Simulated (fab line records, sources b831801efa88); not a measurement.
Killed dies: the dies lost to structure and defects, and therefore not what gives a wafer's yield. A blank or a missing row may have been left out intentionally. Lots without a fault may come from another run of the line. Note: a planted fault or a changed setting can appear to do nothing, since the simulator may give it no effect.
Struck lot and sound lot, side by side || flow gf180mcu || 28 out of 602 route steps
Sound: wafers L219.2, L219.3, L219.5. The struck wafers were L232.1, L232.2, L232.4. The cause is named last.
Each step with rows lists, per side, the tool, then ch with its chambers, then its first start. Under that, the readings that differ: sound wafers || struck wafers || difference of the means || sigmas: that difference in standard deviations of wafers without a fault.
alike: readings with means less than 2 such deviations apart, plus words and numbers identical on both sides. not compared: withheld readings, readings lacking a value on some wafer, bounds such as >300 that could conceal the same value, and numbers that have no deviation in the record and whose values overlap.
A row with sigmas, a row that says differs or no value, or rows on one side alone: a step with any of these is where the two part. Numbers that don't overlap but have no deviation are shown without sigmas and don't part them. Lack of a reading on every wafer of one side parts them only where that side has two or more wafers.

first, 6 steps without rows for these wafers: GF_TOP_METAL_HMDS_08 (prime time 60 s); GF_TOP_METAL_COAT_09 (resist thk 1500 nm); GF_TOP_METAL_SOFTBAKE_10 (time 60 s); GF_TOP_METAL_EXPOSE_11 (exposes mask MetalTop, target cd 440 nm); GF_TOP_METAL_PEB_12; GF_TOP_METAL_DEVELOP_13 (develop time 60 s).
GF_TOP_METAL_CD_MEAS_14: target cd 440 nm.
  struck on cd sem-02, day 33 20:46; sound on cd sem-01, day 30 13:44
  alike: cd nm
GF_TOP_METAL_OVL_MEAS_15:
  struck on overlay-01, day 33 20:53; sound on overlay-01, day 30 13:50
  alike: TOP_METAL_OVL
GF_TOP_METAL_METAL_ETCH_16: etches the open film in Cl2/BCl3, stops on SiO2, target depth 1197 nm, time 199.5 s.
  sound on rie metal-03 ch 1, day 30 13:52; struck on rie metal-03 ch 0,1, day 33 20:55
  alike: drypump motor current A, oes product au, throttle valve pct
  not compared: rf hours counter h
GF_TOP_METAL_STRIP_17: strips in O2/N2.
  sound on plasma asher-02 ch 0,1, day 30 14:04; struck on plasma asher-01 ch 0,1, day 33 21:10
{"reading": "heater power w (W)", "sound": "402 382 386", "struck": "313 344 333", "difference": -60, "sigmas": -2}
  alike: drypump motor current A, oes product au, strip time to endpoint s
  not compared: rf hours counter h
then, 2 steps without rows for these wafers: GF_TOP_METAL_STRIP_18 (strips in post etch residue remover, time 1200 s); GF_TOP_METAL_CLEAN_19 (cleans in DIW).
GF_PASSIVATION_CVD_00: deposits SiO2 from TEOS, target thk 1000 nm, time 111.95 s.
  sound on pecvd-03 ch 1,2, day 30 14:35; struck on pecvd-02 ch 1,2, day 33 21:42
  alike: heater power w
GF_PASSIVATION_THK_MEAS_01:
  struck on film metro-04, day 33 21:47; sound on film metro-01, day 30 14:41
  alike: PASSIVATION_CVD_00_THK
GF_PASSIVATION_CVD_02: deposits Si3N4, target thk 700 nm, time 486.18 s.
  sound on pecvd-02 ch 1,2, day 30 14:44; struck on pecvd-03 ch 0,1, day 33 21:50
{"reading": "heater power w (W)", "sound": "656 556 575", "struck": "714 794 820", "difference": "+180", "sigmas": "+2"}
GF_PASSIVATION_THK_MEAS_03:
  struck on film metro-01, day 33 22:16; sound on film metro-04, day 30 15:01
  alike: PASSIVATION_CVD_02_THK
then, 7 steps without rows for these wafers: GF_PASSIVATION_DEHYDRATE_04 (time 60 s); GF_PASSIVATION_HMDS_05 (prime time 60 s); GF_PASSIVATION_COAT_06 (resist thk 4000 nm); GF_PASSIVATION_SOFTBAKE_07; GF_PASSIVATION_EXPOSE_08 (exposes mask Pad, target cd 40000 nm); GF_PASSIVATION_PEB_09; GF_PASSIVATION_DEVELOP_10 (develop time 60 s).
GF_PASSIVATION_ETCH_11: etches the open film in CF4/O2, stops on TiN, target depth 2040 nm, time 453.3 s.
  sound on rie diel-01 ch 0,2,3, day 31 08:58; struck on rie diel-02 ch 0,1,3, day 34 13:34
  alike: drypump motor current A, oes product au, throttle valve pct
  not compared: rf hours counter h
GF_PASSIVATION_STRIP_12: strips in O2/N2.
  sound on plasma asher-01 ch 0, day 31 09:14; struck on plasma asher-01 ch 0,1, day 34 13:50
  alike: drypump motor current A, heater power w, oes product au, strip time to endpoint s
  not compared: rf hours counter h
then, 1 step without rows for these wafers: GF_PASSIVATION_ANNEAL_13 (time 1800 s).
GF_PASSIVATION_BOW_MEAS_14:
  struck on film metro-03, day 34 15:26; sound on film metro-03, day 31 10:51
  alike: PASSIVATION_BOW
GF_PASSIVATION_PROBE_99:
  the record has rows for the struck wafers here (prober-01, day 34 15:33) and none for the sound ones

WHERE THEY PART
Earliest at GF_TOP_METAL_STRIP_17; latest, in this record, at GF_PASSIVATION_PROBE_99.

WHY: whatever the simulator had introduced
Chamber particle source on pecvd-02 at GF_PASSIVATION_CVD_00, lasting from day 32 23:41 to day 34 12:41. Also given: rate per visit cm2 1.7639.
